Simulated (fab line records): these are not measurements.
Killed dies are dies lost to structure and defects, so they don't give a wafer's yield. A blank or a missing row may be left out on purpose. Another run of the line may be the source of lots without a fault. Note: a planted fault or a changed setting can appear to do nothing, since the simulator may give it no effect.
fab line records ; flow sky130
record lots=5; wafers=15; last-day=50
route steps=708 shown SONOS_ONO@173 PAD_OPEN@708
lots that met no fault: from a run of the same line without faults
start-h: start of the lot's first displayed wafer, in hours after the record's first day ; wait-h: hours from the lot's prior step to this one ; " identical to the entry in the row above ; L1.1+2: one row covering several wafers at once ; - value missing, or start not given ; * or withheld: withheld ; < > ~ a bound
route shown NAME@n: NAME is a module with steps in the file, n the number in the route of the first one ; usual: average and standard deviation across the fault-free wafers ; same: alike in all rows ; chamber/n: place in a boat ; sites: readings site by site ; _std_site: how widely they spread, as a standard deviation ; _edge_site: mean of outer sites minus mean of inner sites ; radius-mm: for every site, how far away it sits from the centre of the wafer ; mask NAME#n: copy n ; behind: the tool/chamber that last shaped the wafer ; hold: reason for holding the lot/hours on hold/outcome of the hold ; device: transistor that didn't switch, given as n, p or np ; end of line: the tests these same wafers got at the end of their route ; step lacking rows: just its recipe ; killed: count of dies lost to structure and defects at first sort (not the wafer's yield) ; map: per-die view of a wafer (x killed, . not killed, _ where there is no die)
set.NAME: the setting that was run; set.NAME@STEP: the one run at that earlier step ; model.NAME: the simulator's own value behind a step, which no gauge read
lots seen at some steps along the route; tables by step, rows by wafer
services: the hour from which a tool's chamber was out of use, counted from the record's first day as start-h (under 0 if before that day), plus the number of hours and why
## steps
# step SKY_SONOS_ONO_THK_MEAS_05
# recipe reads=SiO2_of_SONOS_ONO_CVD_04
# usual SONOS_ONO_CVD_04_THK=5.69/0.12
lot.wafer;tool;chamber;start-h;wait-h;SONOS_ONO_CVD_04_THK[nm]
L747.1;film-metro-02;-;258.33;0.0;5.72
L747.2;film-metro-02;-;258.33;0.0;5.65
L747.3;film-metro-02;-;258.33;0.0;5.59
L748.3;film-metro-03;-;269.05;0.0;5.77
L748.5;film-metro-03;-;269.05;0.0;5.68
L748.6;film-metro-03;-;269.05;0.0;5.64
L754.1;film-metro-03;-;321.50;0.0;5.36
L754.3;film-metro-03;-;321.50;0.0;5.51
L754.5;film-metro-03;-;321.50;0.0;5.42
L766.3;film-metro-04;-;421.00;0.0;5.75
L766.4;film-metro-04;-;421.00;0.0;5.66
L766.6;film-metro-04;-;421.00;0.0;5.64
L767.2;film-metro-02;-;432.91;0.0;5.72
L767.3;film-metro-02;-;432.91;0.0;5.58
L767.4;film-metro-02;-;432.91;0.0;5.59
# step SKY_SONOS_ONO_DEHYDRATE_06
# recipe temp-c=200; time-s=60
# step SKY_SONOS_ONO_HMDS_07
# recipe prime-time-s=60; prime-temp-c=120
# step SKY_SONOS_ONO_COAT_08
# recipe resist=NOVOLAK; spin-rpm=3000; resist-thk-nm=1140
# step SKY_SONOS_ONO_SOFTBAKE_09
# recipe temp-c=90; time-s=60; resist=NOVOLAK
# step SKY_SONOS_ONO_EXPOSE_10
# recipe mask-id=ONOM; target-cd-nm=410; na=0.6; source-shape=conventional; sigma-outer=0.6; dose-mj=150
# step SKY_SONOS_ONO_PEB_11
# recipe temp-c=withheld; time-s=*; resist=NOVOLAK
# step SKY_SONOS_ONO_DEVELOP_12
# recipe develop-time-s=60; dev-temp-c=23
# step SKY_SONOS_ONO_CD_MEAS_13
# recipe target-cd-nm=410
# usual cd-nm=409.8/2.1
lot.wafer;tool;chamber;start-h;wait-h;cd-nm
L747.1;cd-sem-01;-;282.29;0.1;411.6
L747.2;cd-sem-01;-;282.29;0.1;411.3
L747.3;cd-sem-01;-;282.29;0.1;410.0
L748.3;cd-sem-02;-;293.34;0.1;407.9
L748.5;cd-sem-02;-;293.34;0.1;409.0
L748.6;cd-sem-02;-;293.34;0.1;408.7
L754.1;cd-sem-02;-;348.54;0.1;410.2
L754.3;cd-sem-02;-;348.54;0.1;410.1
L754.5;cd-sem-02;-;348.54;0.1;410.0
L766.3;cd-sem-01;-;452.16;0.3;410.3
L766.4;cd-sem-01;-;452.16;0.3;410.1
L766.6;cd-sem-01;-;452.16;0.3;409.2
L767.2;cd-sem-02;-;463.06;0.1;409.6
L767.3;cd-sem-02;-;463.06;0.1;411.2
L767.4;cd-sem-02;-;463.06;0.1;412.5
# step SKY_SONOS_ONO_OVL_MEAS_14
# usual SONOS_ONO_OVL=0.1/1.4
lot.wafer;tool;chamber;start-h;wait-h;SONOS_ONO_OVL[nm]
L747.1;overlay-02;-;282.41;0.1;1.5
L747.2;overlay-02;-;282.41;0.1;0.0
L747.3;overlay-02;-;282.41;0.1;1.8
L748.3;overlay-01;-;293.43;0.1;0.5
L748.5;overlay-01;-;293.43;0.1;-0.6
L748.6;overlay-01;-;293.43;0.1;-0.7
L754.1;overlay-02;-;348.66;0.1;2.5
L754.3;overlay-02;-;348.66;0.1;0.7
L754.5;overlay-02;-;348.66;0.1;-0.9
L766.3;overlay-02;-;452.26;0.1;-0.5
L766.4;overlay-02;-;452.26;0.1;1.0
L766.6;overlay-02;-;452.26;0.1;-0.1
L767.2;overlay-02;-;463.16;0.1;-2.1
L767.3;overlay-02;-;463.16;0.1;-2.8
L767.4;overlay-02;-;463.16;0.1;-1.8
# step SKY_SONOS_ONO_ETCH_15
# recipe target-depth-nm=19.52; chemistry=CHF3/O2; source-w=600; bias-w=200; pressure-mtorr=40; chf3-flow-sccm=50; O2_flow_sccm=5; time-s=7.8
# usual chamber-pressure-mTorr=40.00/0.038; drypump-motor-current-A=5.7/0.6; oes-product-au=0.998/0.0086; throttle-valve-pct=8.824/0.0095
lot.wafer;tool;chamber;start-h;wait-h;chamber-pressure-mTorr;drypump-motor-current-A;oes-product-au;rf-hours-counter-h;throttle-valve-pct
L747.1;rie-diel-03;2;282.45;0.0;39.97;4.8;1.003;3;8.842
L747.2;rie-diel-03;0;282.45;0.0;39.98;6.1;0.999;1;8.821
L747.3;rie-diel-03;1;282.45;0.0;40.11;5.0;0.978;2;8.828
L748.3;rie-diel-03;1;293.46;0.0;40.01;5.0;0.993;2;8.831
L748.5;rie-diel-03;3;293.46;0.0;40.03;5.2;1.005;-;8.831
L748.6;rie-diel-03;0;293.46;0.0;40.09;6.1;0.996;-;8.813
L754.1;rie-diel-03;3;348.70;0.0;40.01;5.2;0.988;3;8.822
L754.3;rie-diel-03;1;348.70;0.0;39.96;5.0;0.988;3;8.820
L754.5;rie-diel-03;0;348.70;0.0;39.96;6.1;0.993;-;8.828
L766.3;rie-diel-02;1;452.28;0.0;39.99;6.3;0.998;96;8.825
L766.4;rie-diel-02;0;452.28;0.0;40.00;4.8;0.993;3;8.812
L766.6;rie-diel-02;3;452.28;0.0;39.97;6.1;1.008;-;8.826
L767.2;rie-diel-01;1;463.19;0.0;40.00;6.3;0.988;10;8.812
L767.3;rie-diel-01;0;463.19;0.0;40.03;6.6;0.994;9;8.831
L767.4;rie-diel-01;2;463.19;0.0;40.06;5.7;0.996;1;8.831
# step SKY_SONOS_ONO_WET_ETCH_16
# recipe chemistry=dHF; target-depth-nm=14; dry=n2-spin; target=SiO2; dilution=100:1; temp-c=25; time-s=280
# step SKY_SONOS_ONO_STRIP_17
# recipe chemistry=O2/N2; power-w=1400; pressure-mtorr=1500; platen-temp-c=withheld; o2-flow-sccm=3000; n2-flow-sccm=300; overash-fraction=0.5
# usual chamber-pressure-mTorr=1500.0/1.4; drypump-motor-current-A=6.2/0.47; oes-product-au=0.711/0.0043; strip-time-to-endpoint-s=14.11/0.039
lot.wafer;tool;chamber;start-h;wait-h;chamber-pressure-mTorr;drypump-motor-current-A;oes-product-au;rf-hours-counter-h;strip-time-to-endpoint-s;model.NOVOLAK_of_SONOS_ONO_COAT_08.thk-nm
L747.1;plasma-asher-01;0;282.55;0.0;1499.6;6.3;0.707;17;14.09;0
L747.2;plasma-asher-01;1;282.55;0.0;1501.3;6.4;0.705;17;14.08;0
L747.3;plasma-asher-01;0;282.55;0.0;1498.3;6.3;0.707;-;14.04;0
L748.3;plasma-asher-04;0;293.61;0.0;1498.3;5.2;0.705;-;14.12;0
L748.5;plasma-asher-04;1;293.61;0.0;1500.7;6.8;0.711;-;14.12;0
L748.6;plasma-asher-04;0;293.61;0.0;1499.4;5.2;0.712;-;14.08;0
L754.1;plasma-asher-01;1;348.80;0.0;1499.0;6.4;0.926;25;-;373.9
L754.3;plasma-asher-01;1;348.80;0.0;1499.7;6.4;0.915;-;-;374.4
L754.5;plasma-asher-01;0;348.80;0.0;1497.1;6.3;0.924;-;-;374.7
L766.3;plasma-asher-01;1;452.42;0.0;1500.9;6.4;0.711;-;14.07;0
L766.4;plasma-asher-01;0;452.42;0.0;1500.7;6.3;0.710;-;14.06;0
L766.6;plasma-asher-01;0;452.42;0.0;1501.5;6.2;0.718;-;14.08;0
L767.2;plasma-asher-03;0;463.30;0.0;1500.3;5.6;0.711;4;14.07;0
L767.3;plasma-asher-03;0;463.30;0.0;1500.7;5.6;0.718;-;14.08;0
L767.4;plasma-asher-03;1;463.30;0.0;1499.2;6.3;0.705;-;14.06;0
# step SKY_SONOS_ONO_WET_ETCH_18
# recipe chemistry=H3PO4; target-depth-nm=15; target=Si3N4; temp-c=160; time-s=172
# step SKY_PAD_OPEN_PROBE_99
# usual killed_at_M0_to_M3=43/7.3; killed_at_M4_up=3.4/1.7; killed-at-contacts=24/4.5; killed-at-front-end=16/4.4; killed-at-other=0.2/0.51; killed-dies=86/9.7; killed-on-rim=17/3.7; killed-open=46/6.6; killed-short=39/7.1
# same gross-dies=492; killed-at-back-side=0
lot.wafer;tool;chamber;start-h;wait-h;killed_at_M0_to_M3;killed_at_M4_up;killed-at-contacts;killed-at-front-end;killed-at-other;killed-dies;killed-on-rim;killed-open;killed-short
L748.3;prober-01;-;1083.07;0.2;44;2;22;18;0;86;19;46;40
L748.5;prober-01;-;1083.17;0.2;41;2;28;9;0;80;17;45;35
L748.6;prober-01;-;1083.22;0.2;34;2;30;19;0;85;16;42;43
L754.1;prober-01;-;1124.16;0.1;33;5;23;431;0;492;96;47;35
L754.3;prober-01;-;1124.26;0.2;47;3;17;424;1;492;96;50;38
L754.5;prober-01;-;1124.36;0.2;57;3;21;411;0;492;96;51;44
L767.2;prober-01;-;1197.62;0.1;42;6;13;15;0;76;13;43;33
L767.3;prober-01;-;1197.67;0.2;42;7;23;12;1;85;15;41;44
L767.4;prober-01;-;1197.72;0.2;36;4;24;7;0;71;14;32;39
# killed by level:class
L748.3 VIA1:geometric-particle:open=11 CONTACT:geometric-particle:open=7 FIELD_ISO:geometric-particle:open=6 VIA3:geometric-particle:open=6 FIELD_ISO:geometric-particle:short=5 VIA1:geometric-particle:short=5 VIA2:geometric-particle:short=4 LI_CONTACT:geometric-particle:open=4
L748.5 CONTACT:geometric-particle:open=12 VIA1:geometric-particle:open=10 VIA3:geometric-particle:open=8 VIA2:geometric-particle:open=6 LOCAL_INTERCONNECT:geometric-particle:short=6 POLY_GATE:geometric-particle:short=5 CONTACT:geometric-particle:short=5 METAL1:geometric-particle:short=5
L748.6 CONTACT:geometric-particle:open=14 VIA1:geometric-particle:open=9 FIELD_ISO:geometric-particle:short=6 LI_CONTACT:geometric-particle:open=6 SONOS_ONO:geometric-particle:short=5 METAL1:geometric-particle:short=5 METAL2:geometric-particle:short=5 LOCAL_INTERCONNECT:geometric-particle:short=4
L754.1 GATE_OXIDE:area-oxidation=410 VIA1:geometric-particle:open=12 CONTACT:geometric-particle:open=8 POLY_GATE:geometric-particle:open=6 CONTACT:geometric-particle:short=6 VIA2:geometric-particle:open=6 POLY_GATE:geometric-particle:short=5 FIELD_ISO:geometric-particle:short=4
L754.3 GATE_OXIDE:area-oxidation=404 VIA1:geometric-particle:open=13 VIA1:geometric-particle:short=9 FIELD_ISO:geometric-particle:short=7 CONTACT:geometric-particle:open=7 FIELD_ISO:geometric-particle:open=5 VIA2:geometric-particle:open=5 METAL1:geometric-particle:short=4
L754.5 GATE_OXIDE:area-oxidation=396 VIA1:geometric-particle:open=20 LI_CONTACT:geometric-particle:open=7 CONTACT:geometric-particle:short=6 VIA2:geometric-particle:open=6 CONTACT:geometric-particle:open=6 METAL1:geometric-particle:short=6 FIELD_ISO:geometric-particle:short=5
L767.2 POLY_GATE:geometric-particle:open=8 METAL1:geometric-particle:short=8 VIA3:geometric-particle:open=8 VIA1:geometric-particle:open=7 METAL2:geometric-particle:short=6 CONTACT:geometric-particle:open=4 CONTACT:geometric-particle:short=4 FIELD_ISO:geometric-particle:open=3
L767.3 METAL2:geometric-particle:short=12 VIA1:geometric-particle:open=11 LI_CONTACT:geometric-particle:open=8 METAL4:geometric-particle:short=7 CONTACT:geometric-particle:short=5 VIA2:geometric-particle:open=5 VIA3:geometric-particle:open=5 LI_CONTACT:geometric-particle:short=4
L767.4 VIA1:geometric-particle:open=7 LOCAL_INTERCONNECT:geometric-particle:short=7 METAL2:geometric-particle:short=7 CONTACT:geometric-particle:open=6 POLY_GATE:geometric-particle:short=5 VIA1:geometric-particle:short=5 VIA2:geometric-particle:open=5 LI_CONTACT:geometric-particle:short=4
# map L754.1 (x killed, . not)
__________xxxxxxxxxx_________
________xxxxxxxxxxxxxx_______
______xxxxxxxxxxxxxxxxxx_____
_____xxxxxxxxxxxxxxxxxxxx____
____xxxxxxxxxxxxxxxxxxxxxx___
___xxxxxxxxxxxxxxxxxxxxxxxx__
__xxxxxxxxxxxxxxxxxxxxxxxxxx_
_xxxxxxxxxxxxxxxxxxxxxxxxxxxx
_xxxxxxxxxxxxxxxxxxxxxxxxxxxx
_xxxxxxxxxxxxxxxxxxxxxxxxxxxx
_xxxxxxxxxxxxxxxxxxxxxxxxxxxx
_xxxxxxxxxxxxxxxxxxxxxxxxxxxx
_xxxxxxxxxxxxxxxxxxxxxxxxxxxx
_xxxxxxxxxxxxxxxxxxxxxxxxxxxx
_xxxxxxxxxxxxxxxxxxxxxxxxxxxx
__xxxxxxxxxxxxxxxxxxxxxxxxxx_
___xxxxxxxxxxxxxxxxxxxxxxxx__
____xxxxxxxxxxxxxxxxxxxxxx___
_____xxxxxxxxxxxxxxxxxxxx____
______xxxxxxxxxxxxxxxxxx_____
________xxxxxxxxxxxxxx_______
__________xxxxxxxxxx_________
# map L747.1 (x killed, . not)
__________.x.x......_________
________......xx......_______
______.x.xx.xx.x........_____
_____........xxx......x..____
____.....xxx.......x......___
___..x..x.xx.......x.......__
__...x.x...........x..x....._
_.....x....x..x......x....x..
_.xxx.x........x.............
_..x...x..x.xx...x.......x...
_.........xx.x......x........
_..........x.....xxx.xx.x....
_..x.......x..x..............
_x...........................
_.....x........x..x......x.xx
__..x......xx.....x........x_
___.x....x.....x.x.........__
____.....x..x...........xx___
_____..x..x.......x.....x____
______.......x.........._____
________x.....x.x....x_______
__________..x...x..._________
## services
tool;chamber;start-h;hours;kind
plasma-asher-04;-;270.87;15.6;pm
plasma-asher-03;-;274.26;3.3;repair
rie-diel-03;3;280.35;4.0;repair
rie-diel-02;3;318.00;16.8;repair
plasma-asher-03;-;321.76;4.3;pm
plasma-asher-04;-;331.65;25.1;repair
plasma-asher-03;-;344.81;0.4;repair
rie-diel-01;1;356.19;26.6;repair
rie-diel-02;0;368.51;3.4;repair
plasma-asher-03;-;379.85;14.3;repair
rie-diel-01;2;388.20;17.2;repair
plasma-asher-04;-;390.94;4.5;repair
rie-diel-01;3;398.14;12.8;repair
rie-diel-01;2;410.89;-;clean
rie-diel-01;2;410.89;12.2;scheduled-down
rie-diel-01;2;410.89;12.2;vent-cycle
plasma-asher-03;-;421.25;9.0;pm
plasma-asher-03;0;421.25;9.0;vent-cycle
plasma-asher-03;1;421.25;9.0;vent-cycle
rie-diel-02;2;423.60;3.3;repair
rie-diel-03;0;426.01;12.4;repair
plasma-asher-03;0;430.25;-;clean
plasma-asher-03;1;430.25;-;clean
rie-diel-02;0;446.02;2.9;repair
## key
first-sign step=SKY_SONOS_ONO_STRIP_17; reading=oes-product-au; direction=up; sigmas=49; usual=0.711; struck=0.922
effect step=SKY_PAD_OPEN_PROBE_99; reading=killed-at-front-end; direction=up; sigmas=93; usual=16; struck=422
model-effect step=SKY_SONOS_ONO_STRIP_17; value=NOVOLAK_of_SONOS_ONO_COAT_08.thk-nm; without=0; struck=374.3
more-kills-born-at SKY_GATE_OXIDE_OXIDATION_01@furnace-01=1210
met-at SKY_SONOS_ONO_STRIP_17
struck-wafers L754.1,L754.3,L754.5
later-rows-left-out L754.1,L754.3,L754.5
tester-left-out L754
onset-between 282.55 348.80
fault kind=strip-aborted; tool=plasma-asher-01; chamber=-; onset-h=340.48; steps=SKY_SONOS_ONO_STRIP_17; offset=0.60146; end-h=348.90
# tester-left-out: of these lots the tester's yield and bins aren't shown, on N5 and GAA mostly nor the transistor test; their killed dies are dies lost to structure and defects alone, not to doping, threshold or leakage, so they don't give the yield
# later-rows-left-out: the simulator's readings of these wafers behind a module that went badly wrong aren't trusted and aren't shown, but for the sort
